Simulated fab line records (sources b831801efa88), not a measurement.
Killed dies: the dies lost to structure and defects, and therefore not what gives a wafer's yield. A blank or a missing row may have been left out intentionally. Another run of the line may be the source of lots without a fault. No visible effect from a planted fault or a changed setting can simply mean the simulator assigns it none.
fab line records	flow gf180mcu
record: lots: 6	wafers: 18	lastDay: 34
route steps=602 shown MIM@507
lots untouched by any fault: they come from a run of this same line in which no faults occurred
startH: start of the lot's first displayed wafer, in hours after the record's first day	waitH: hours since the lot's step before	" the same as in the row above	L1.1+2: several wafers, shown together as one row	- no value, or no start was given	* or withheld: withheld	< > ~ a bound
route shown NAME@n: names a module that has steps shown in the file, with the first one's number in the route	usual: mean/standard deviation of fault-free wafers	same: alike in all rows	chamber/n: place in a boat	sites: the reading at each site	_std_site: standard deviation of those values	_edge_site: inner sites' mean taken away from outer sites' mean	radiusMm: for every site, how far away it sits from the centre of the wafer	mask NAME#n: copy n	behind: the tool/chamber that last shaped the wafer	hold: why the lot was held/for how many hours/how that ended	device: the n, p or np transistor that did not switch	end of line: at the end of the route, the tests of the same wafers	a step without rows: its recipe alone	killed: not the wafer's yield, but the dies lost to structure and defects at the first sort	map: a wafer's dies, marking killed ones x, the rest . and places with no die _
set.NAME: the setting the step ran with; set.NAME@STEP: the setting that earlier step ran with	model.NAME: the simulator's own value behind a step, which no gauge read
certain route steps with their lots: each step a table, each wafer a row
services: from which hour (startH, from the record's first day; less than 0 if before it) a tool's chamber was out of use, for how many hours, and why
== steps ==
step: GF_MIM_SPUTTER_04
recipe: material: TiN	targetThkNm: 50	powerW: 6500	timeS: 41.7	chamberPressurePa: 0.4
usual: throttleValvePct: 30.1/0.51
lot.wafer	tool	chamber	startH	waitH	throttleValvePct
L870.2	pvdSputter-04	-	586.72	0.0	30.1
L870.5	"	-	"	"	30.6
L870.6	"	-	"	"	29.8
L875.1	pvdSputter-03	-	628.93	0.0	29.3
L875.2	"	-	"	"	30.7
L875.6	"	-	"	"	30.0
L876.2	pvdSputter-03	-	632.56	0.0	30.1
L876.3	"	-	"	"	30.9
L876.5	"	-	"	"	29.4
L877.3	pvdSputter-04	-	648.12	0.0	30.2
L877.4	"	-	"	"	29.6
L877.5	"	-	"	"	30.0
L885.4	pvdSputter-04	-	705.51	0.0	30.3
L885.5	"	-	"	"	30.5
L885.6	"	-	"	"	29.9
L889.4	pvdSputter-01	-	726.96	0.0	29.1
L889.5	"	-	"	"	31.9
L889.6	"	-	"	"	29.2
step: GF_MIM_CVD_05
recipe: material: Si3N4	targetThkNm: 42	tempMaxC: 400	tempC: 385	timeS: 29.086	rfW: 450
usual: heaterPowerOuterW: 373/53	heaterPowerW: 669/80
lot.wafer	tool	chamber	startH	waitH	heaterPowerOuterW	heaterPowerW
L870.2	pecvd-01	2	586.76	0.0	352	618
L870.5	"	2	"	"	353	637
L870.6	"	1	"	"	325	576
L875.1	pecvd-02	2	628.96	0.0	376	628
L875.2	"	0	"	"	421	792
L875.6	"	0	"	"	424	806
L876.2	pecvd-01	2	632.60	0.0	446	757
L876.3	"	1	"	"	320	589
L876.5	"	0	"	"	387	710
L877.3	pecvd-01	2	648.16	0.0	390	702
L877.4	"	2	"	"	390	685
L877.5	"	0	"	"	311	604
L885.4	pecvd-01	1	705.57	0.0	245	504
L885.5	"	0	"	"	343	654
L885.6	"	2	"	"	358	634
L889.4	pecvd-02	2	727.01	0.0	319	552
L889.5	"	0	"	"	389	745
L889.6	"	1	"	"	391	596
step: GF_MIM_THK_MEAS_06
recipe: reads: Si3N4_of_MIM_CVD_05
usual: MIM_CVD_05_THK: 42.1/0.47
lot.wafer	tool	chamber	startH	waitH	MIM_CVD_05_THK[nm]
L870.2	filmMetro-03	-	586.80	0.0	42.1
L870.5	"	-	"	"	42.6
L870.6	"	-	"	"	42.0
L875.1	filmMetro-04	-	629.00	0.0	41.8
L875.2	"	-	"	"	41.8
L875.6	"	-	"	"	42.4
L876.2	filmMetro-04	-	632.64	0.0	42.0
L876.3	"	-	"	"	42.3
L876.5	"	-	"	"	42.5
L877.3	filmMetro-02	-	648.22	0.0	41.7
L877.4	"	-	"	"	42.1
L877.5	"	-	"	"	42.4
L885.4	filmMetro-04	-	705.61	0.0	42.5
L885.5	"	-	"	"	42.2
L885.6	"	-	"	"	41.5
L889.4	filmMetro-02	-	727.06	0.0	42.4
L889.5	"	-	"	"	41.7
L889.6	"	-	"	"	42.6
step: GF_MIM_SPUTTER_07
recipe: material: TiN	targetThkNm: 60	powerW: 6500	timeS: 50	chamberPressurePa: 0.4
usual: throttleValvePct: 30.2/0.65
lot.wafer	tool	chamber	startH	waitH	throttleValvePct
L870.2	pvdSputter-03	-	586.85	0.0	30.6
L870.5	"	-	"	"	30.2
L870.6	"	-	"	"	30.7
L875.1	pvdSputter-01	-	629.06	0.1	31.8
L875.2	"	-	"	"	30.5
L875.6	"	-	"	"	30.3
L876.2	pvdSputter-01	-	632.69	0.0	30.4
L876.3	"	-	"	"	29.3
L876.5	"	-	"	"	30.2
L877.3	pvdSputter-04	-	648.26	0.0	30.5
L877.4	"	-	"	"	30.1
L877.5	"	-	"	"	30.3
L885.4	pvdSputter-03	-	705.64	0.0	29.6
L885.5	"	-	"	"	30.4
L885.6	"	-	"	"	30.9
L889.4	pvdSputter-04	-	727.09	0.0	30.5
L889.5	"	-	"	"	30.4
L889.6	"	-	"	"	29.9
step: GF_MIM_SPUTTER_08
recipe: material: AlCu	targetThkNm: 200	powerW: 10600	timeS: 10.6	chamberPressurePa: 0.4
usual: throttleValvePct: 30.2/0.63
lot.wafer	tool	chamber	startH	waitH	throttleValvePct
L870.2	pvdSputter-03	-	586.90	0.0	30.4
L870.5	"	-	"	"	30.3
L870.6	"	-	"	"	30.6
L875.1	pvdSputter-01	-	629.10	0.0	32.0
L875.2	"	-	"	"	30.4
L875.6	"	-	"	"	30.0
L876.2	pvdSputter-01	-	632.74	0.0	30.1
L876.3	"	-	"	"	29.5
L876.5	"	-	"	"	30.4
L877.3	pvdSputter-04	-	648.30	0.0	30.3
L877.4	"	-	"	"	29.8
L877.5	"	-	"	"	30.5
L885.4	pvdSputter-03	-	705.69	0.0	29.7
L885.5	"	-	"	"	30.2
L885.6	"	-	"	"	30.8
L889.4	pvdSputter-04	-	727.13	0.0	30.4
L889.5	"	-	"	"	30.7
L889.6	"	-	"	"	29.9
step: GF_MIM_SPUTTER_09
recipe: material: TiN	targetThkNm: 35	powerW: 6500	timeS: 29.2	chamberPressurePa: 0.4
usual: throttleValvePct: 30.2/0.65
lot.wafer	tool	chamber	startH	waitH	throttleValvePct
L870.2	pvdSputter-03	-	586.92	0.0	30.4
L870.5	"	-	"	"	30.3
L870.6	"	-	"	"	30.6
L875.1	pvdSputter-01	-	629.12	0.0	32.3
L875.2	"	-	"	"	30.2
L875.6	"	-	"	"	30.1
L876.2	pvdSputter-01	-	632.76	0.0	30.3
L876.3	"	-	"	"	29.3
L876.5	"	-	"	"	30.3
L877.3	pvdSputter-04	-	648.32	0.0	30.4
L877.4	"	-	"	"	30.3
L877.5	"	-	"	"	30.2
L885.4	pvdSputter-03	-	705.71	0.0	29.3
L885.5	"	-	"	"	30.4
L885.6	"	-	"	"	30.8
L889.4	pvdSputter-04	-	727.15	0.0	30.3
L889.5	"	-	"	"	30.5
L889.6	"	-	"	"	30.1
step: GF_MIM_RS_MEAS_10
recipe: thkMeasGauge: four-point-probe	reads: TiN_of_MIM_SPUTTER_09+AlCu_of_MIM_SPUTTER_08+TiN_of_MIM_SPUTTER_07
usual: MIM_ALCU_RS: 0.1600/0.0013
lot.wafer	tool	chamber	startH	waitH	MIM_ALCU_RS[ohm/sq]
L870.2	filmMetro-02	-	586.97	0.0	0.1593
L870.5	"	-	"	"	0.1585
L870.6	"	-	"	"	0.1570
L875.1	filmMetro-02	-	629.16	0.0	0.1615
L875.2	"	-	"	"	0.1614
L875.6	"	-	"	"	0.1610
L876.2	filmMetro-02	-	632.81	0.0	0.1603
L876.3	"	-	"	"	0.1606
L876.5	"	-	"	"	0.1614
L877.3	filmMetro-04	-	648.42	0.1	0.1594
L877.4	"	-	"	"	0.1601
L877.5	"	-	"	"	0.1616
L885.4	filmMetro-03	-	705.80	0.1	0.1591
L885.5	"	-	"	"	0.1601
L885.6	"	-	"	"	0.1590
L889.4	filmMetro-04	-	727.25	0.1	0.1587
L889.5	"	-	"	"	0.1573
L889.6	"	-	"	"	0.1604
step: GF_MIM_THK_MEAS_11
recipe: thkMeasGauge: xrf	reads: AlCu_of_MIM_SPUTTER_08
usual: MIM_ALCU_THK: 197.0/1.8
lot.wafer	tool	chamber	startH	waitH	MIM_ALCU_THK[nm]
L870.2	filmMetro-02	-	587.08	0.1	197.1
L870.5	"	-	"	"	198.2
L870.6	"	-	"	"	200.1
L875.1	filmMetro-02	-	629.28	0.1	195.2
L875.2	"	-	"	"	195.7
L875.6	"	-	"	"	194.9
L876.2	filmMetro-02	-	632.92	0.1	197.3
L876.3	"	-	"	"	196.3
L876.5	"	-	"	"	195.6
L877.3	filmMetro-04	-	648.52	0.1	198.2
L877.4	"	-	"	"	198.5
L877.5	"	-	"	"	197.8
L885.4	filmMetro-03	-	705.89	0.1	196.5
L885.5	"	-	"	"	196.4
L885.6	"	-	"	"	197.0
L889.4	filmMetro-04	-	727.34	0.1	199.3
L889.5	"	-	"	"	199.3
L889.6	"	-	"	"	196.8
step: GF_MIM_DEHYDRATE_12
recipe: tempC: 200	timeS: 60
step: GF_MIM_HMDS_13
recipe: primeTimeS: 60	primeTempC: 120
step: GF_MIM_COAT_14
recipe: resist: NOVOLAK	spinRpm: 3000	resistThkNm: 1000
step: GF_MIM_SOFTBAKE_15
recipe: tempC: 90	timeS: 60	resist: NOVOLAK
step: GF_MIM_EXPOSE_16
recipe: maskId: FuseTop	targetCdNm: 2000	na: 0.6	sourceShape: conventional	sigmaOuter: 0.6	doseMj: 140
usual: exposureDoseMJCm2: 139.99/0.14	focusOffsetNm: 0.0/0.57
lot.wafer	tool	chamber	startH	waitH	mask	exposureDoseMJCm2	focusOffsetNm
L870.2	ilineStepper-02	0	598.59	-	FuseTop#0	140.05	0.8
L870.5	"	0	"	"	FuseTop#0	140.08	0.4
L870.6	"	0	"	"	FuseTop#0	140.02	-1.0
L875.1	ilineStepper-01	0	638.82	-	FuseTop#0	139.94	0.3
L875.2	"	0	"	"	FuseTop#0	140.14	-0.2
L875.6	"	0	"	"	FuseTop#0	140.09	-1.1
L876.2	ilineStepper-02	-	643.61	-	FuseTop#0	-	-
L876.3	"	-	"	"	FuseTop#0	-	-
L876.5	"	-	"	"	FuseTop#0	-	-
L877.3	ilineStepper-01	-	657.28	-	FuseTop#0	-	-
L877.4	"	-	"	"	FuseTop#0	-	-
L877.5	"	-	"	"	FuseTop#0	-	-
L885.4	ilineStepper-01	0	714.50	-	FuseTop#0	140.19	0.8
L885.5	"	0	"	"	FuseTop#0	140.01	-0.3
L885.6	"	0	"	"	FuseTop#0	140.04	0.2
L889.4	ilineStepper-02	0	735.10	-	FuseTop#0	139.99	0.0
L889.5	"	0	"	"	FuseTop#0	139.79	0.4
L889.6	"	0	"	"	FuseTop#0	139.78	0.3
step: GF_MIM_PEB_17
recipe: tempC: withheld	timeS: *	resist: NOVOLAK
== services ==
tool	chamber	startH	hours	kind
pvdSputter-01	-	581.14	27.6	repair
pecvd-02	0	590.68	22.2	repair
pecvd-02	-	630.09	1.1	repair
ilineStepper-01	-	641.31	14.7	repair
pvdSputter-01	-	644.27	8.1	repair
ilineStepper-02	-	652.84	25.2	repair
pvdSputter-04	-	678.48	3.4	repair
pecvd-02	1	690.32	4.7	repair
pvdSputter-03	-	696.67	5.0	repair
pecvd-02	0	702.91	3.4	repair
ilineStepper-01	-	719.59	1.7	pm
pvdSputter-01	-	728.86	14.8	repair
== key ==
firstSign: step: GF_MIM_EXPOSE_16	reading: toolRecord	direction: missing
effect none on later readings
metAt GF_MIM_EXPOSE_16
struckWafers L876.2,L876.3,L876.5,L877.3,L877.4,L877.5
laterRowsLeftOut L876.2,L876.3,L876.5,L877.3,L877.4,L877.5
sortLeftOut L876.2,L876.3,L876.5,L877.3,L877.4,L877.5
onsetBetween 638.82 643.61
fault: kind: skippedStepWhole	tool: ilineStepper-01,ilineStepper-02	chamber: -	onsetH: 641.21	steps: GF_MIM_EXPOSE_16	scope: struckLotsOnly
sortLeftOut: the simulated sort isn't trusted on such a fault, so these wafers' sort isn't shown, and their yield isn't known
laterRowsLeftOut: the simulator's readings of these wafers behind a module that went badly wrong aren't trusted and aren't shown, but for the sort
